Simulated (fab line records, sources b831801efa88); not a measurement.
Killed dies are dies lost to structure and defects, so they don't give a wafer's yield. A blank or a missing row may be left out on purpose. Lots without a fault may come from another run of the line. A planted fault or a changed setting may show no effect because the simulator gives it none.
One fault seen from 2 desks | flow sky130 | each desk has only its own numbers; what lay behind them comes last

THE METROLOGY DESK
What the gauges read, lot by lot, whatever tool the lot ran on: means of the sampled wafers that have a number. A lot is out of limits, marked OUT, if its mean lies more than 4 standard deviations from the usual mean; the brackets give that distance.
Columns: A = VIA1_W_RS at SKY_VIA1_RS_MEAS_22, usual 0.424 ohm/sq; B = VIA1_W_THK at SKY_VIA1_THK_MEAS_23, usual 265 nm; C = VIA2_BOW at SKY_VIA2_BOW_MEAS_03, usual 86 um; D = VIA2_W_THK at SKY_VIA2_THK_MEAS_23, usual 408 nm
lot  | first seen here | A               | B              | C  | D
L603 | day 34 23:20    | 0.423           | 267            | 73 | 409
L605 | day 35 10:25    | 0.426           | 264            | 98 | 416
L604 | day 35 23:11    | 0.426           | 264            | 87 | 404
L606 | day 36 11:52    | 0.431           | 262            | 86 | 420
L608 | day 37 04:52    | 0.425           | 265            | 83 | 420
L615 | day 38 13:53    | 0.520 (+13) OUT | 226 (-7.6) OUT | 80 | 396
L614 | day 38 18:15    | 0.587 (+22) OUT | 202 (-12) OUT  | 87 | 408
L620 | day 39 23:11    | 0.432           | 261            | 87 | 406
L621 | day 40 05:50    | 0.429           | 262            | 88 | 398
L623 | day 41 08:48    | 0.419           | 267            | 79 | 403
This desk's finding: out of limits on L614, L615; first on L615, day 38 13:53 (VIA1_W_RS at SKY_VIA1_RS_MEAS_22). In limits: L603, L605, L604, L606, L608, L620, L621, L623.

THE TOOL OWNER'S DESK: cvd_w-02
The tool's own readings at SKY_VIA1_CVD_21 (deposits W, target thk 270 nm, time 80.902 s): means of the sampled wafers that have a number, for each lot that ran on this tool. A lot is out of limits, marked OUT, if its mean lies more than 4 standard deviations from the usual mean; the brackets give that distance.
Columns: A = heater_power_w at SKY_VIA1_CVD_21, usual 870 W
lot  | first seen here | A
L603 | day 34 23:14    | 793
L606 | day 36 11:45    | 805
L615 | day 38 13:47    | 805
L614 | day 38 18:10    | 800
L623 | day 41 08:41    | 826
This desk's finding: nothing out of limits on any of the 5 lots.

PUT TOGETHER
The metrology desk could have raised an alarm at day 38 13:53, on L614, L615.
The tool owner's desk saw nothing out of limits.
The tool owner's desk has L614, L615 on record, within its limits.
Of the lots named, all ran SKY_VIA1_CVD_21 on cvd_w-02.

WHAT THE SIMULATOR HAD PUT IN
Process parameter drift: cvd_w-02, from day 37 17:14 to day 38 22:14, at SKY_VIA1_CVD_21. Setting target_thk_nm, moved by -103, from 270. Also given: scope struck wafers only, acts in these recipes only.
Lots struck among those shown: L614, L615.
Hours from the fault's start to each desk's first reading out of limits: the metrology desk, 21.
